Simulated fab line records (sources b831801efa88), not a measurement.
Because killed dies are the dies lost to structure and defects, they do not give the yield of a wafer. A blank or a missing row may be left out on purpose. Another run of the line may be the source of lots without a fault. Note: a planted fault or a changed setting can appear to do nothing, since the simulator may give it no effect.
Code-filled problem report in 8D (eight disciplines) form + flow sky130 + the parts of the form that need people (team, actions taken, sign-off) are left out

== 1. THE PROBLEM ==
bias_w at SKY_POLY_GATE_ETCH_16 reads a mean of 115.98 W on 2 wafers of 2 lots; wafers without a fault read 80.01 W with a standard deviation of 0.24. So: +99 or more standard deviations from the usual mean.
The step: etches Si3N4 in CH3F/O2, stops on poly-Si, time 147.5 s, target depth 75 nm.
First seen on wafer L910.3, day 22 17:50, on rie_diel-03. The record has a number at this step for 42 wafers belonging to 14 lots. The rule behind "out" and "out of limits": a value lying over 4 standard deviations away from the usual mean. Any other wafer with a number is counted as sound.

== 2. WHAT IT IS, WHAT IT ISN'T ==
| question                    | is                | is not                                                                                       |
|-----------------------------|-------------------|----------------------------------------------------------------------------------------------|
| which readings at this step | bias_w            | O2_flow_sccm, drypump_motor_current_A, oes_product_au, rf_fwd_power_W, throttle_valve_pct    |
| which lots                  | L910, L911        | L894, L895, L896, L897, L900, L901, L902, L903, L913, L915, L916, L917                       |
| which wafers of those lots  | L910.3, L911.6    | L910.2, L910.4, L911.1, L911.5                                                               |
| read on which tools         | rie_diel-03       | rie_diel-01, rie_diel-04                                                                     |
| when                        | from day 22 17:50 | up to then (26 sound wafers); but 14 sound wafers of L911, L913, L915, L916, L917 came after |

== 3. THE SUSPECTS, EACH WITH WHAT RULES IT OUT ==
Counting: a tool at a process step up to the reading stays a suspect if it ran every lot that is out. Sound lots after the first of them don't rule it out here, since some wafers of a struck lot are sound.
- rie_diel-03 at SKY_POLY_GATE_ETCH_16 (etches Si3N4 in CH3F/O2, stops on poly-Si, time 147.5 s, target depth 75 nm): kept. It ran every lot that is out, first L910 (day 22 17:50); its last sound lot up to then is L902 (day 19 22:17). Out on those wafers are its own readings of bias_w.
- At SKY_POLY_GATE_ETCH_16, inside rie_diel-03: chamber 3 took the wafers that are out, while their sound lot-mates went through chambers 0, 2.
Remaining after the count: rie_diel-03 at SKY_POLY_GATE_ETCH_16.

== 4. THE CAUSE (what the simulator had put in) ==
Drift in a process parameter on rie_diel-03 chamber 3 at SKY_POLY_GATE_ETCH_16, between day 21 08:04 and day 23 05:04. From 80, the setting bias_w moved by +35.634. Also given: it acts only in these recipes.
Counting left only this tool.

== 5. SEQUENCE OF EFFECTS, ordered by route ==
One row per reading whose mean, taken over the struck wafers that have a number, lies over 3 standard deviations from the usual. Only readings for which the record gives a usual standard deviation are gone through. hours: the time from each lot's start at the first step in this table that gives one to its start at this step, as a median over the lots. sigmas: the change in usual standard deviations.
| hours | step                   | reading                  | usual   | on struck wafers | change | sigmas      |
|-------|------------------------|--------------------------|---------|------------------|--------|-------------|
| 0     | SKY_POLY_GATE_ETCH_16  | bias_w                   | 80.01 W | 115.98           | +35.97 | +99 or more |
| 0     | SKY_POLY_GATE_STRIP_18 | strip_time_to_endpoint_s | 3.17 s  | 3.02             | -0.15  | -3.0        |
Process steps it contains:
- SKY_POLY_GATE_ETCH_16: etches Si3N4 in CH3F/O2, stops on poly-Si, time 147.5 s, target depth 75 nm.
- SKY_POLY_GATE_STRIP_18: strips in O2/N2.

== 6. HOW IT WOULD HAVE BEEN CAUGHT EARLIER ==
In this record the first reading out of limits was taken at day 22 17:50, 34 hours after the fault began at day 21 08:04.
